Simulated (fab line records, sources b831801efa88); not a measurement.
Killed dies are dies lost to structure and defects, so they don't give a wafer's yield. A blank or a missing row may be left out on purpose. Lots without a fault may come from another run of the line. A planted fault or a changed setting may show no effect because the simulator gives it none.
One fault seen from 2 desks | flow gf180mcu | each desk has only its own numbers; what lay behind them comes last

THE TOOL OWNER'S DESK: implanter-04
The tool's own readings at GF_NWELL_IMPLANT_08: means of the sampled wafers that have a number, for each lot that ran on this tool. A lot is out of limits, marked OUT, if its mean lies more than 4 standard deviations from the usual mean; the brackets give that distance.
Columns: A = beam_energy_keV at GF_NWELL_IMPLANT_08, usual 449.95; B = dose_ions_cm2 at GF_NWELL_IMPLANT_08, usual 1.5e+13
lot  | first seen here | A                        | B
L467 | day 3 18:15     | 449.92                   | 1.5e+13
L474 | day 5 13:03     | 515.44 (+99 or more) OUT | 1.5e+13
L476 | day 5 21:32     | 515.49 (+99 or more) OUT | 1.5e+13
L488 | day 8 14:02     | 449.91                   | 1.5e+13
This desk's finding: out of limits on L474, L476; first on L474, day 5 13:03 (beam_energy_keV at GF_NWELL_IMPLANT_08). In limits: L467, L488.

THE METROLOGY DESK
What the gauges read, lot by lot, whatever tool the lot ran on: means of the sampled wafers that have a number. A lot is out of limits, marked OUT, if its mean lies more than 4 standard deviations from the usual mean; the brackets give that distance.
Columns: A = DNWELL_TW at GF_DNWELL_TW_MEAS_09, usual 1360; B = LVPWELL_OVL at GF_LVPWELL_OVL_MEAS_07, usual 0.5 nm; C = NWELL_RS at GF_VT_IMPLANT_RS_MEAS_47, usual 488.3 ohm/sq; D = LVPWELL_RS at GF_VT_IMPLANT_RS_MEAS_48, usual 1198 ohm/sq
lot  | first seen here | A    | B    | C                | D
L465 | day 2 21:49     | 1378 | 0.1  | 490.0            | 1201
L466 | day 3 00:13     | 1339 | 1.9  | 486.5            | 1189
L467 | day 3 05:32     | 1368 | -1.6 | 487.4            | 1198
L468 | day 3 09:20     | 1369 | 0.5  | 490.4            | 1200
L473 | day 4 13:46     | 1370 | 0.6  | 487.6            | 1203
L474 | day 4 22:22     | 1372 | 1.5  | 477.4 (-7.8) OUT | 1195
L476 | day 5 07:29     | 1368 | 0.2  | 476.5 (-8.4) OUT | 1197
L483 | day 6 18:53     | 1371 | 0.6  | 489.5            | 1202
L484 | day 7 01:52     | 1370 | 1.7  | 487.0            | 1199
L485 | day 7 06:08     | 1376 | 0.7  | 488.4            | 1198
L486 | day 7 12:24     | 1361 | 1.1  | 488.7            | 1197
L488 | day 7 21:30     | 1363 | 1.4  | 488.4            | 1199
This desk's finding: out of limits on L474, L476; first on L474, day 10 08:28 (NWELL_RS at GF_VT_IMPLANT_RS_MEAS_47). In limits: L465, L466, L467, L468, L473, L483, L484, L485, L486, L488.

PUT TOGETHER
The tool owner's desk could have raised an alarm at day 5 13:03, on L474, L476.
The metrology desk could have raised an alarm at day 10 08:28, on L474, L476.
Of the lots named, all ran GF_NWELL_IMPLANT_08 on implanter-04.

WHAT THE SIMULATOR HAD PUT IN
Process parameter drift: implanter-04, from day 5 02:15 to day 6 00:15, at GF_NWELL_IMPLANT_08. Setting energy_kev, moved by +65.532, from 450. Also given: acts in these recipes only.
Lots struck among those shown: L474, L476.
Hours from the fault's start to each desk's first reading out of limits: the tool owner's desk, 11; the metrology desk, 126.
